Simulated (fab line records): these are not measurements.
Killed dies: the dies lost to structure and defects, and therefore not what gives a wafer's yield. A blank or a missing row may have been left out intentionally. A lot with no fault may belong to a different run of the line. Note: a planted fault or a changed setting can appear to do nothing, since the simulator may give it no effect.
Matching of chambers ; flow sfq_line ; SFQ_TRILAYER_I0_DEP_PECVD_027 on pecvd-01 has 3 sister chambers
The step deposits SiO2 from SiH4/N2O, time 111.11 s, target thk 500 nm. 3 wafers are shown with their chamber, then 8 later ones without.

== WAFERS PAIRED WITH THEIR CHAMBERS ==
wafer;chamber;throttle_valve_pct (%)
L159.5;2;25.6
L160.3;1;26.3
L168.2;0;25.7

== WAFERS WITHOUT THEIR CHAMBER ==
wafer;throttle_valve_pct (%)
L168.4;26.5
L168.5;26.0
L169.1;25.6
L169.5;25.9
L169.6;26.3
L170.1;25.4
L170.3;26.5
L170.5;25.6

== WHICH CHAMBER EACH ONE RAN IN ==
wafer;from the rows above;in truth
L168.4;1;1
L168.5;can't be placed: 0 or 1 or 2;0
L169.1;can't be placed: 2 or 0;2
L169.5;can't be placed: 0 or 2 or 1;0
L169.6;1;1
L170.1;can't be placed: 2 or 0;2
L170.3;1;1
L170.5;can't be placed: 2 or 0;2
3 of 8 placed correctly. Unplaceable from these rows: 5, with the true chamber sitting among the candidates in 5. Placed wrongly: 0.
How it was worked out, from the rows above alone: a wafer's distance from a chamber is the root of the sum, over the readings, of the square of ((its reading less the chamber's mean) divided by the reading's scatter). The wafer belongs to the nearest chamber; if the next one is less than 2 further off, it can't be placed. The mean given for a chamber averages the wafers shown for that chamber. The scatter: root of mean squared gap, hidden wafer to nearest shown wafer, with one shown wafer a chamber.
